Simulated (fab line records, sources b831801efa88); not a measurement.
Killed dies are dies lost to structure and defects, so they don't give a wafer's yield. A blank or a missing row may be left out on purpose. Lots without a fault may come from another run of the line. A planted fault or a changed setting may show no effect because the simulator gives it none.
fab line records | flow sky130
record lots=4 wafers=12 last_day=50
route steps=708 shown LOCAL_INTERCONNECT@400 CONTACT@406 PAD_OPEN@708
lots that met no fault: from a run of the same line without faults
start_h: hours from the record's first day to the start of the lot's first wafer shown | wait_h: hours since the lot's step before | " the same as in the row above | L1.1+2: a row that stands for several wafers | - no value, or no start given | * or withheld: withheld | < > ~ a bound
route shown NAME@n: a module of which the file shows steps, and the number in the route of the first | usual: mean/standard deviation of fault-free wafers | same: alike in all rows | chamber/n: place in a boat | sites: the reading at each site | _std_site: their standard deviation | _edge_site: outer sites' mean less inner sites' | radius_mm: how far each site lies from the wafer's centre | mask NAME#n: copy n | behind: the tool/chamber that last shaped the wafer | hold: why the lot was held/for how many hours/how that ended | device: the transistor (n, p or np) that didn't switch | end of line: the same wafers' tests at the end of the route | a step without rows: its recipe alone | killed: dies lost to structure and defects at the first sort, not the wafer's yield | map: a wafer's dies, x killed, . not, _ none there
set.NAME: the setting as run; set.NAME@STEP: as run at that earlier step | model.NAME: the simulator's own value behind a step, which no gauge read
lots at some steps of the route; a table a step, a row a wafer
services: from which hour (start_h, from the record's first day; less than 0 if before it) a tool's chamber was out of use, for how many hours, and why
## steps
# step SKY_LOCAL_INTERCONNECT_ETCH_13
# recipe chemistry=N2/H2 target=BARC ion_energy_ev=200 bias_w=100 pressure_mtorr=30 n2_flow_sccm=100 h2_flow_sccm=200 icp_w=500 stop_on=SiO2 time_s=45.9 target_depth_a=600
# step SKY_LOCAL_INTERCONNECT_METAL_ETCH_14
# recipe target_depth_nm=110 stop_on=PSG chemistry=Cl2/BCl3 target=TiN resist_sidewall_deg=88 pressure_mtorr=10 icp_w=900 bias_w=48.5 Cl2_flow_sccm=60 bcl3_flow_sccm=30 time_s=31.4
# step SKY_LOCAL_INTERCONNECT_STRIP_15
# recipe chemistry=O2/N2 power_w=1400 pressure_mtorr=1500 platen_temp_c=withheld o2_flow_sccm=3000 n2_flow_sccm=300 overash_fraction=0.5
# step SKY_LOCAL_INTERCONNECT_STRIP_16
# recipe chemistry=post_etch_residue_remover time_s=1200 temp_c=72.5
# step SKY_LOCAL_INTERCONNECT_CLEAN_17
# recipe chemistry=IPA time_s=180 temp_c=25
# step SKY_LOCAL_INTERCONNECT_CLEAN_18
# recipe chemistry=O3/DIW dry=n2_spin
# step SKY_CONTACT_CVD_00
# recipe material=Si3N4 target_thk_nm=75 temp_c=400 time_s=withheld rf_w=450
# step SKY_CONTACT_HDPCVD_02
# recipe material=SiO2 target_thk_nm=565 sigma_open_frac=0.3 time_s=94.2 temp_c=600 sih4_flow_sccm=60 pressure_mtorr=6
# step SKY_CONTACT_CMP_04
# recipe material=SiO2 down_force_psi=4 platen_rpm=60 pad_velocity_m_s=0.94248
# usual edge_zone_pressure_frac=1.001/0.0048 head_pressure_psi=4.000/0.0088 motor_current_A=11.8/0.88 slurry_filter_dp_kPa=13.52/0.14 time_to_endpoint_s=82/3.5
# columns lot.wafer tool chamber start_h wait_h edge_zone_pressure_frac head_pressure_psi motor_current_A slurry_filter_dp_kPa time_to_endpoint_s model.SiO2_of_CONTACT_HDPCVD_02.thk_nm
L547.2 cmp-02 1 777.09 0.2 1.006 3.998 11.4 13.66 86 340.1
L547.6 " 2 " " 0.989 3.996 12.4 13.56 91 340
L547.5 " 3 " " 1.007 4.006 11.6 13.38 92 338.8
L553.3 cmp-01 1 808.88 0.0 - - - - - 560.5
L553.1 " 0 " " - - - - - 568.9
L553.6 " 1 " " - - - - - 562
L554.2 cmp-02 2 825.49 0.1 - - - - - 562.8
L554.3 " 3 " " - - - - - 566.3
L554.6 " 1 " " - - - - - 562.6
L562.4 cmp-02 0 885.90 0.1 1.000 4.004 11.5 13.68 85 340.7
L562.2 " 1 " " 1.000 3.994 10.7 13.38 84 339.7
L562.6 " 2 " " 0.996 3.997 12.7 13.63 81 340.2
# step SKY_CONTACT_BOW_MEAS_05
# recipe mode=bow
# usual CONTACT_BOW=81/6.1
# columns lot.wafer tool chamber start_h wait_h CONTACT_BOW[um]
L547.2 film_metro-01 - 777.26 0.1 75
L547.5 " - " " 91
L547.6 " - " " 83
L553.1 film_metro-03 - 809.18 0.1 92
L553.3 " - " " 96
L553.6 " - " " 90
L554.2 film_metro-03 - 825.71 0.2 107
L554.3 " - " " 97
L554.6 " - " " 102
L562.2 film_metro-03 - 886.12 0.1 75
L562.4 " - " " 86
L562.6 " - " " 78
# step SKY_CONTACT_DEHYDRATE_06
# recipe temp_c=200 time_s=60
# step SKY_CONTACT_HMDS_07
# recipe prime_time_s=60 prime_temp_c=120
# step SKY_CONTACT_COAT_08
# recipe resist=BARC temp_c=withheld time_s=withheld spin_rpm=3000 resist_thk_nm=60
# step SKY_CONTACT_COAT_09
# recipe resist=KrF-thick spin_rpm=3000 resist_thk_nm=457.5
# step SKY_CONTACT_SOFTBAKE_10
# recipe temp_c=100 time_s=90 resist=KrF-thick
# step SKY_CONTACT_EXPOSE_11
# recipe mask_id=CTM1 na=0.8 source_shape=annular sigma_inner=0.55 sigma_outer=0.85 target_cd_nm=170 dose_mj=38
# step SKY_CONTACT_PEB_12
# recipe peb_temp_c=withheld peb_time_s=withheld resist=KrF-thick
# step SKY_CONTACT_DEVELOP_13
# recipe develop_time_s=60 resist=KrF-thick dev_temp_c=21
# step SKY_CONTACT_ETCH_16
# recipe chemistry=N2/H2 target=BARC ion_energy_ev=200 source_w=500 bias_w=100 pressure_mtorr=30 n2_flow_sccm=100 h2_flow_sccm=200 stop_on=SiO2 time_s=45.9 target_depth_a=600
# step SKY_CONTACT_ETCH_17
# recipe target=SiO2 chemistry=C4F8/O2/Ar stop_on=Si3N4 mask_material=KrF-thick source_w=1500 bias_w=1179 pressure_mtorr=40 c4f8_flow_sccm=withheld O2_flow_sccm=6 Ar_flow_sccm=300 time_s=withheld target_depth_a=3400
# usual oes_product_au=0.892/0.0049 rf_fwd_power_W=1487/6.2
# columns lot.wafer tool chamber start_h wait_h oes_product_au rf_fwd_power_W model.CONTACT.feature_depth_nm model.etch.depth_nm
L547.2 rie_diel-04 0 803.71 0.0 0.890 1494 340.1 340.1
L547.5 " 0 " " 0.896 1502 338.8 338.8
L547.6 " 3 " " 0.887 1484 340 340
L553.1 rie_diel-01 3 834.91 0.0 1.615 1483 407.4 407.4
L553.3 " 1 " " 1.616 1490 404.8 404.8
L553.6 " 3 " " 1.624 1490 409.3 409.3
L554.2 rie_diel-01 0 851.66 0.0 1.574 1481 395.6 395.6
L554.3 " 2 " " 1.613 1484 404.3 404.3
L554.6 " 2 " " 1.607 1486 404.1 404.1
L562.2 rie_diel-02 2 911.82 0.0 0.893 1490 339.7 339.7
L562.4 " 0 " " 0.894 1482 340.7 340.7
L562.6 " 1 " " 0.891 1482 340.2 340.2
# step SKY_CONTACT_ETCH_18
# recipe target=Si3N4 chemistry=CHF3/O2 stop_on=TiN source_w=600 bias_w=200 pressure_mtorr=40 chf3_flow_sccm=50 O2_flow_sccm=5 time_s=39 target_depth_a=750
# step SKY_CONTACT_STRIP_19
# recipe chemistry=O2/N2 power_w=1400 pressure_mtorr=1500 platen_temp_c=withheld o2_flow_sccm=3000 n2_flow_sccm=300 overash_fraction=0.5
# step SKY_CONTACT_STRIP_20
# recipe chemistry=post_etch_residue_remover time_s=1200 temp_c=72.5
# step SKY_CONTACT_CLEAN_21
# recipe chemistry=IPA time_s=180 temp_c=25
# step SKY_CONTACT_CLEAN_22
# recipe chemistry=O3/DIW dry=n2_spin
# step SKY_CONTACT_SPUTTER_23
# recipe material=TiN target_thk_nm=20 chamber_pressure_pa=5 power_w=4000 time_s=80
# step SKY_CONTACT_CVD_24
# recipe material=W target_thk_nm=340 time_s=102.12 temp_c=400 pressure_torr=40
# step SKY_CONTACT_CMP_27
# recipe stop_on=SiO2 t_overpolish_s=15 down_force_psi=3.5 platen_rpm=60 target_thk_nm=0 pad_velocity_m_s=0.94248
# usual edge_zone_pressure_frac=1.000/0.0049 head_pressure_psi=3.500/0.0064 motor_current_A=10.7/0.82 slurry_filter_dp_kPa=13.50/0.14
# columns lot.wafer tool chamber start_h wait_h edge_zone_pressure_frac head_pressure_psi motor_current_A slurry_filter_dp_kPa model.SiO2_of_CONTACT_HDPCVD_02.thk_nm
L547.2 cmp-02 2 804.89 0.2 0.996 3.491 11.2 13.41 337
L547.6 " 3 " " 1.006 3.500 10.7 13.46 336.8
L547.5 " 0 " " 0.995 3.501 10.8 13.41 335.6
L553.3 cmp-02 1 835.95 0.0 0.998 3.497 10.4 13.31 557.3
L553.1 " 0 " " 0.998 3.505 10.1 13.67 565.7
L553.6 " 1 " " 1.004 3.502 10.2 13.21 558.8
L554.2 cmp-01 3 852.82 0.1 0.998 3.506 10.3 13.57 559.6
L554.3 " 0 " " 0.997 3.498 11.3 13.62 563.2
L554.6 " 2 " " 1.006 3.501 12.2 13.45 559.4
L562.4 cmp-02 1 912.90 0.1 0.996 3.503 9.9 13.82 337.5
L562.2 " 3 " " 1.006 3.498 10.6 13.50 336.5
L562.6 " 0 " " 1.000 3.495 10.6 13.44 337
# step SKY_PAD_OPEN_PROBE_99
# usual killed_at_M0_to_M3=44/7.2 killed_at_M4_up=3.0/1.8 killed_at_contacts=24/5.4 killed_at_front_end=14/4.4 killed_at_other=0.4/0.64 killed_dies=86/9.4 killed_on_rim=17/3.8 killed_open=47/7.7 killed_short=39/5.8
# same gross_dies=492 killed_at_back_side=0
# columns lot.wafer tool chamber start_h wait_h killed_at_M0_to_M3 killed_at_M4_up killed_at_contacts killed_at_front_end killed_at_other killed_dies killed_on_rim killed_open killed_short
L547.2 prober-02 - 1127.78 0.1 35 3 30 14 1 83 17 53 29
L547.5 prober-02 - 1127.93 0.2 50 2 25 15 0 92 20 53 39
L547.6 prober-02 - 1127.98 0.2 50 4 28 9 1 92 21 51 40
L553.1 prober-01 - 1150.63 0.1 53 4 424 10 1 492 96 62 39
L553.3 prober-01 - 1150.73 0.2 37 0 439 15 1 492 96 37 43
L553.6 prober-01 - 1150.88 0.2 47 3 430 12 0 492 96 45 28
L554.2 prober-02 - 1162.20 0.1 49 1 416 25 1 492 96 59 42
L554.3 prober-02 - 1162.25 0.2 54 4 415 18 1 492 96 41 51
L554.6 prober-02 - 1162.40 0.2 36 2 437 17 0 492 96 36 34
L562.2 prober-01 - 1203.22 0.1 47 1 17 16 1 82 21 41 41
L562.4 prober-01 - 1203.32 0.2 45 3 27 7 0 82 17 35 47
L562.6 prober-01 - 1203.42 0.2 48 4 22 8 0 82 13 57 25
# killed by level:class
L547.2 CONTACT:geometric_particle:open=14 VIA1:geometric_particle:open=12 LI_CONTACT:geometric_particle:open=9 POLY_GATE:geometric_particle:short=6 VIA2:geometric_particle:open=5 CONTACT:geometric_particle:short=4 FIELD_ISO:geometric_particle:open=3 METAL1:geometric_particle:short=3
L547.5 VIA1:geometric_particle:open=14 VIA2:geometric_particle:open=12 CONTACT:geometric_particle:open=11 CONTACT:geometric_particle:short=7 VIA2:geometric_particle:short=5 VIA3:geometric_particle:open=5 POLY_GATE:geometric_particle:short=4 LOCAL_INTERCONNECT:geometric_particle:short=4
L547.6 CONTACT:geometric_particle:open=12 VIA1:geometric_particle:open=12 VIA2:geometric_particle:open=10 METAL1:geometric_particle:short=9 LI_CONTACT:geometric_particle:open=6 VIA1:geometric_particle:short=6 METAL2:geometric_particle:short=5 LI_CONTACT:geometric_particle:short=4
L553.1 CONTACT:area_cmp=205 CONTACT:area_etch=186 CONTACT:geometric_particle:open=15 VIA1:geometric_particle:open=15 LI_CONTACT:geometric_particle:open=11 VIA3:geometric_particle:open=8 METAL1:geometric_particle:short=5 METAL2:geometric_particle:short=5
L553.3 CONTACT:area_cmp=211 CONTACT:area_etch=201 LI_CONTACT:geometric_particle:open=8 LOCAL_INTERCONNECT:geometric_particle:short=7 VIA1:geometric_particle:open=7 METAL2:geometric_particle:short=7 POLY_GATE:geometric_particle:short=5 LI_CONTACT:geometric_particle:short=5
L553.6 CONTACT:area_etch=210 CONTACT:area_cmp=209 VIA1:geometric_particle:open=10 VIA2:geometric_particle:open=7 VIA3:geometric_particle:short=6 VIA1:geometric_particle:short=5 CONTACT:geometric_particle:open=5 METAL1:geometric_particle:short=4
L554.2 CONTACT:area_cmp=198 CONTACT:area_etch=193 CONTACT:geometric_particle:open=11 VIA1:geometric_particle:open=10 METAL1:geometric_particle:short=9 FIELD_ISO:geometric_particle:open=8 POLY_GATE:geometric_particle:open=8 CONTACT:geometric_particle:short=6
L554.3 CONTACT:area_cmp=205 CONTACT:area_etch=195 METAL1:geometric_particle:short=11 VIA2:geometric_particle:open=9 POLY_GATE:geometric_particle:short=8 METAL2:geometric_particle:short=8 VIA1:geometric_particle:open=7 VIA3:geometric_particle:open=7
L554.6 CONTACT:area_etch=213 CONTACT:area_cmp=209 VIA1:geometric_particle:open=8 FIELD_ISO:geometric_particle:short=7 CONTACT:geometric_particle:open=7 VIA2:geometric_particle:open=6 METAL1:geometric_particle:short=5 LI_CONTACT:geometric_particle:open=4
L562.2 CONTACT:geometric_particle:open=8 VIA1:geometric_particle:open=7 VIA3:geometric_particle:open=7 METAL1:geometric_particle:short=6 VIA1:geometric_particle:short=6 FIELD_ISO:geometric_particle:short=5 FIELD_ISO:geometric_particle:open=5 VIA2:geometric_particle:short=5
L562.4 CONTACT:geometric_particle:open=10 METAL2:geometric_particle:short=9 VIA1:geometric_particle:open=8 LI_CONTACT:geometric_particle:short=6 CONTACT:geometric_particle:short=6 VIA1:geometric_particle:short=5 VIA2:geometric_particle:open=5 VIA3:geometric_particle:open=5
L562.6 CONTACT:geometric_particle:open=13 VIA1:geometric_particle:open=11 VIA2:geometric_particle:open=9 VIA3:geometric_particle:open=8 LI_CONTACT:geometric_particle:open=5 METAL1:geometric_particle:short=4 METAL3:geometric_particle:short=4 FIELD_ISO:geometric_particle:open=3
# map L553.1 (x killed, . not)
__________xxxxxxxxxx_________
________xxxxxxxxxxxxxx_______
______xxxxxxxxxxxxxxxxxx_____
_____xxxxxxxxxxxxxxxxxxxx____
____xxxxxxxxxxxxxxxxxxxxxx___
___xxxxxxxxxxxxxxxxxxxxxxxx__
__xxxxxxxxxxxxxxxxxxxxxxxxxx_
_xxxxxxxxxxxxxxxxxxxxxxxxxxxx
_xxxxxxxxxxxxxxxxxxxxxxxxxxxx
_xxxxxxxxxxxxxxxxxxxxxxxxxxxx
_xxxxxxxxxxxxxxxxxxxxxxxxxxxx
_xxxxxxxxxxxxxxxxxxxxxxxxxxxx
_xxxxxxxxxxxxxxxxxxxxxxxxxxxx
_xxxxxxxxxxxxxxxxxxxxxxxxxxxx
_xxxxxxxxxxxxxxxxxxxxxxxxxxxx
__xxxxxxxxxxxxxxxxxxxxxxxxxx_
___xxxxxxxxxxxxxxxxxxxxxxxx__
____xxxxxxxxxxxxxxxxxxxxxx___
_____xxxxxxxxxxxxxxxxxxxx____
______xxxxxxxxxxxxxxxxxx_____
________xxxxxxxxxxxxxx_______
__________xxxxxxxxxx_________
# map L554.2 (x killed, . not)
__________xxxxxxxxxx_________
________xxxxxxxxxxxxxx_______
______xxxxxxxxxxxxxxxxxx_____
_____xxxxxxxxxxxxxxxxxxxx____
____xxxxxxxxxxxxxxxxxxxxxx___
___xxxxxxxxxxxxxxxxxxxxxxxx__
__xxxxxxxxxxxxxxxxxxxxxxxxxx_
_xxxxxxxxxxxxxxxxxxxxxxxxxxxx
_xxxxxxxxxxxxxxxxxxxxxxxxxxxx
_xxxxxxxxxxxxxxxxxxxxxxxxxxxx
_xxxxxxxxxxxxxxxxxxxxxxxxxxxx
_xxxxxxxxxxxxxxxxxxxxxxxxxxxx
_xxxxxxxxxxxxxxxxxxxxxxxxxxxx
_xxxxxxxxxxxxxxxxxxxxxxxxxxxx
_xxxxxxxxxxxxxxxxxxxxxxxxxxxx
__xxxxxxxxxxxxxxxxxxxxxxxxxx_
___xxxxxxxxxxxxxxxxxxxxxxxx__
____xxxxxxxxxxxxxxxxxxxxxx___
_____xxxxxxxxxxxxxxxxxxxx____
______xxxxxxxxxxxxxxxxxx_____
________xxxxxxxxxxxxxx_______
__________xxxxxxxxxx_________
## services
# columns tool chamber start_h hours kind
rie_diel-01 2 758.08 2.6 repair
rie_diel-04 - 769.88 1.2 repair
rie_diel-04 3 786.70 6.9 repair
rie_diel-01 3 790.57 11.1 repair
rie_diel-01 0 806.01 16.1 repair
rie_diel-02 2 817.78 8.0 repair
rie_diel-01 0 822.11 - clean
rie_diel-01 0 822.11 27.7 scheduled_down
rie_diel-01 0 822.11 27.7 vent_cycle
rie_diel-02 2 838.18 - clean
rie_diel-02 2 838.18 15.8 scheduled_down
rie_diel-02 2 838.18 15.8 vent_cycle
rie_diel-02 2 860.46 1.6 repair
cmp-01 - 861.58 4.8 pm
rie_diel-01 - 863.41 0.3 repair
cmp-01 - 884.46 1.6 repair
rie_diel-02 1 889.03 1.4 repair
rie_diel-01 0 893.94 7.2 repair
cmp-02 - 895.34 0.5 repair
rie_diel-02 0 899.46 7.1 repair
cmp-01 - 901.76 2.8 repair
## key
first_sign step=SKY_CONTACT_CMP_04 reading=tool_record direction=missing
effect step=SKY_CONTACT_BOW_MEAS_05 reading=CONTACT_BOW direction=up sigmas=2.7 usual=81 struck=97
effect step=SKY_CONTACT_ETCH_17 reading=oes_product_au direction=up sigmas=99+ usual=0.892 struck=1.608
effect step=SKY_PAD_OPEN_PROBE_99 reading=killed_at_contacts direction=up sigmas=75 usual=24 struck=427
model_effect step=SKY_CONTACT_CMP_04 value=SiO2_of_CONTACT_HDPCVD_02.thk_nm without=339.9 struck=563.9
model_effect step=SKY_CONTACT_ETCH_17 value=CONTACT.feature_depth_nm without=339.9 struck=404.2
model_effect step=SKY_CONTACT_CMP_27 value=SiO2_of_CONTACT_HDPCVD_02.thk_nm without=336.7 struck=560.7
more_kills_born_at SKY_CONTACT_ETCH_18@rie_diel-01=1198 SKY_CONTACT_CMP_04@cmp-01=621 SKY_CONTACT_CMP_04@cmp-02=603
met_at SKY_CONTACT_CMP_04
struck_wafers L553.1,L553.3,L553.6,L554.2,L554.3,L554.6
later_rows_left_out L553.1,L553.3,L553.6,L554.2,L554.3,L554.6
tester_left_out L553,L554
onset_between 777.09 808.88
fault kind=skipped_step_whole tool=cmp-01,cmp-02 chamber=- onset_h=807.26 steps=SKY_CONTACT_CMP_04 scope=struck_lots_only
# tester_left_out: of these lots the tester's yield and bins aren't shown, on N5 and GAA mostly nor the transistor test; their killed dies are dies lost to structure and defects alone, not to doping, threshold or leakage, so they don't give the yield
# later_rows_left_out: the simulator's readings of these wafers behind a module that went badly wrong aren't trusted and aren't shown, but for the sort
